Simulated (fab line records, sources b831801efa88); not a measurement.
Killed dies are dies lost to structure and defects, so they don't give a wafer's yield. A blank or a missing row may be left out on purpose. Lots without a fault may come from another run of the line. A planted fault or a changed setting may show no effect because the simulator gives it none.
Split-lot experiment | flow sfq_line | 5 lots, 23 wafers read, on a route of 325 steps

THE SPLIT
At SFQ_TRILAYER_M5_LITHO_PEB_126 (peb time 60 s), the setting peb_temp_c was moved away from the recipe's 115 C on 8 of the 23 wafers read, by -2.9% to +1.6%. The other wafers ran this setting at the recipe's value.

FROM THE SPLIT TO THE READING: what the file shows between them, 2 steps
- SFQ_TRILAYER_M5_LITHO_DEVELOP_125: time 60 s
- SFQ_TRILAYER_M5_BARC_OPEN_METAL_ETCH_161: etches BARC in O2, target depth 125 nm, time 41.7 s

THE READING
M5.cd_nm (the simulator's own value, which no gauge read), in nm, at SFQ_TRILAYER_M5_ETCH_METAL_ETCH_126 (etches Nb in Cl2/BCl3, stops on SiO2, time 203.2 s, target depth 265 nm). The file gives no usual value for it. The 15 wafers here that ran the recipe average 700.4 nm, standard deviation 1.5 nm.

wafer  | tool, chamber at the split | peb_temp_c as run, C | against the recipe | M5.cd_nm, nm | against lot-mates on the recipe
L074.1 | litho_track-02, 0          | 111.7                | -2.9%              | 767.6        | +68.4
L074.2 | litho_track-02, 0          | 111.7                | -2.9%              | 770.6        | +71.4
L074.4 | litho_track-02, 0          | 115                  | recipe             | 699.4        | -
L074.5 | litho_track-02, 0          | 115                  | recipe             | 698.6        | -
L074.6 | litho_track-02, 0          | 115                  | recipe             | 699.7        | -
L075.1 | litho_track-02, 0          | 116.8                | +1.6%              | 671.1        | -31.8
L075.2 | litho_track-02, 0          | 116.8                | +1.6%              | 666.4        | -36.5
L075.3 | litho_track-02, 0          | 115                  | recipe             | 703.1        | -
L075.4 | litho_track-02, 0          | 116.8                | +1.6%              | 667.5        | -35.4
L075.5 | litho_track-02, 0          | 115                  | recipe             | 702.7        | -
L076.2 | litho_track-02, 0          | 115                  | recipe             | 699.5        | -
L076.3 | litho_track-02, 0          | 115                  | recipe             | 698          | -
L076.4 | litho_track-02, 0          | 115                  | recipe             | 700.4        | -
L076.5 | litho_track-02, 0          | 115                  | recipe             | 698.5        | -
L076.6 | litho_track-02, 0          | 115                  | recipe             | 700.3        | -
L078.1 | litho_track-03, 0          | 115                  | recipe             | 700.5        | -
L078.4 | litho_track-03, 0          | 115                  | recipe             | 701.4        | -
L078.5 | litho_track-03, 0          | 115                  | recipe             | 701.8        | -
L083.1 | litho_track-02, 0          | 115                  | recipe             | 699.2        | -
L083.2 | litho_track-02, 0          | 116.3                | +1.1%              | 674.6        | -26.1
L083.3 | litho_track-02, 0          | 116.3                | +1.1%              | 673.7        | -27.0
L083.4 | litho_track-02, 0          | 116.3                | +1.1%              | 678.3        | -22.5
L083.5 | litho_track-02, 0          | 115                  | recipe             | 702.3        | -

THE FIT
A straight line over all 23 wafers: M5.cd_nm changes by -22.8 nm for each +1% of peb_temp_c; r = -1.00; the points scatter about the line by 2.3 nm.
The same after taking each lot's own level away (the mean of its wafers on the recipe; 23 wafers): -23.5 nm for each +1%; r = -1.00; scatter 1.7 nm.
On that fit, the largest move of peb_temp_c shifts the reading by 67 nm.
The lots' own levels span 699.23 to 702.90 nm, that is 2.4 times the standard deviation above.
So the lot-to-lot level changes the slope little: the two slopes agree.
Check: with one of the wafers moved furthest among these (-2.9%) left out of the fit, the line predicts +68.1 nm for it against its lot-mates. It came out at +68.4 nm against them.

OTHER SPLITS ON THESE WAFERS
These wafers also went through other splits before the reading. Each is held against what the fit with the lots' levels taken away leaves over:
other split on the same wafers                    | wafers away from the commonest value | r with M5.cd_nm (lot level and that fit taken away)
SFQ_TRILAYER_I2_VIA_BARC_OPEN_VIA_ETCH_096 time_s | 5                                    | +0.12
SFQ_TRILAYER_M3_LITHO_PEB_078 peb_temp_c          | 8                                    | +0.08
SFQ_TRILAYER_M3_BARC_OPEN_METAL_ETCH_100 time_s   | 6                                    | +0.07
SFQ_TRILAYER_I3_VIA_LITHO_COAT_085 spin_rpm       | 9                                    | -0.03
SFQ_TRILAYER_M4_LITHO_EXPOSE_094 dose_mj          | 9                                    | +0.12
SFQ_TRILAYER_M4_ETCH_METAL_ETCH_096 time_s        | 6                                    | +0.23
SFQ_TRILAYER_I4_VIA_LITHO_EXPOSE_104 dose_mj      | 11                                   | -0.20
SFQ_TRILAYER_I4_VIA_ETCH_VIA_ETCH_106 bias_w      | 10                                   | -0.10
SFQ_TRILAYER_JJ_CE_LITHO_EXPOSE_115 dose_mj       | 5                                    | -0.22
SFQ_TRILAYER_JJ_CE_ETCH_RIE_118 icp_w             | 6                                    | +0.31

THE WHOLE CHAIN: every reading that the file lists as answering this split, in the file's order
step                                     | what it does                                                            | reading                                                   | change (the file's fit)              | r (the file's)
SFQ_TRILAYER_M5_BARC_OPEN_METAL_ETCH_161 | etches BARC in O2, target depth 125 nm, time 41.7 s                     | M5.cd_nm (the simulator's own value, which no gauge read) | -22.8 nm for each +1% of the setting | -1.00
SFQ_TRILAYER_M5_ETCH_METAL_ETCH_126      | etches Nb in Cl2/BCl3, stops on SiO2, time 203.2 s, target depth 265 nm | M5.cd_nm (the simulator's own value, which no gauge read) | -23.7 nm for each +1% of the setting | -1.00

THE FILE'S OWN FIT
M5.cd_nm changes by -23.7 nm for each +1% of peb_temp_c, r = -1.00.
